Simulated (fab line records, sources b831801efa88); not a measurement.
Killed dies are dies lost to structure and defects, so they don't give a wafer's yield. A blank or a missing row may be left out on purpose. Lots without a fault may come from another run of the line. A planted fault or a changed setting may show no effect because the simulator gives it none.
Which tool did it? | flow sky130 | 15 lots, 45 wafers sampled, at 1 step of a route of 708

WHAT THE GAUGES READ, wafer by wafer
The record holds no reading of a measuring or inspecting step that can be judged against a usual standard deviation.

WHICH TOOL RAN EACH LOT (tool, then ch and the chambers of the sampled wafers, then the start)
lot  | SKY_FIELD_ISO_DEVELOP_12
L998 | litho_track-01 ch 0, day 2 05:00
L999 | litho_track-01 ch 0, day 2 10:00
L100 | litho_track-01 ch 0, day 2 15:00
L101 | litho_track-02 ch 0, day 2 19:00
L103 | litho_track-01 ch 0, day 3 06:00
L104 | litho_track-02 ch 0, day 3 13:00
L106 | litho_track-03 ch 0, day 3 23:00
L107 | litho_track-03 ch 0, day 4 06:00
L109 | litho_track-03, day 4 15:00
L110 | litho_track-03, day 4 20:00
L111 | litho_track-01, day 5 06:00
L113 | litho_track-03 ch 0, day 5 11:00
L115 | litho_track-01 ch 0, day 5 19:00
L118 | litho_track-03 ch 0, day 6 15:00
L119 | litho_track-01 ch 0, day 6 21:00
- SKY_FIELD_ISO_DEVELOP_12: develop time 60 s.

WHAT THE TOOLS THEMSELVES READ (means of the sampled wafers that have a number; where no wafer has one, the mark that the record gives instead)
SKY_FIELD_ISO_DEVELOP_12. Usual: chill_plate_temp_C 23.01 C, standard deviation 0.11.
lot  | tool           | chill_plate_temp_C (C) | flag
L998 | litho_track-01 | 22.96                  |
L999 | litho_track-01 | 22.94                  |
L100 | litho_track-01 | 23.06                  |
L101 | litho_track-02 | 23.04                  |
L103 | litho_track-01 | 23.07                  |
L104 | litho_track-02 | 23.15                  |
L106 | litho_track-03 | 23.05                  |
L107 | litho_track-03 | 23.06                  |
L109 | litho_track-03 | -                      | OFF
L110 | litho_track-03 | -                      | OFF
L111 | litho_track-01 | -                      | OFF
L113 | litho_track-03 | 23.19                  |
L115 | litho_track-01 | 23.00                  |
L118 | litho_track-03 | 22.94                  |
L119 | litho_track-01 | 23.08                  |

THE ANSWER, worked out from the rows above alone
Rule: a lot is off if the mean of its wafers that have a number lies more than 3 standard deviations from the usual mean. A lot without any number at a reading at which 4 lots or more have one is off too. The other lots that the step has rows for count as sound. The gauges are gone through in route order, then the tools' own readings, and for those a lot's mean is taken as printed above. The first step at which some lot is off is used, and at that step the reading that is off furthest; a lot without a number counts as furthest.
Off: L109, L110, L111, at SKY_FIELD_ISO_DEVELOP_12 (chill_plate_temp_C). Without a number there: L109, L110, L111.
A tool fits if, at that step or a process step before it, it ran every lot that is off, and no sound lot after the first of them. None of those tried fits.

WHAT THE SIMULATOR HAD PUT IN
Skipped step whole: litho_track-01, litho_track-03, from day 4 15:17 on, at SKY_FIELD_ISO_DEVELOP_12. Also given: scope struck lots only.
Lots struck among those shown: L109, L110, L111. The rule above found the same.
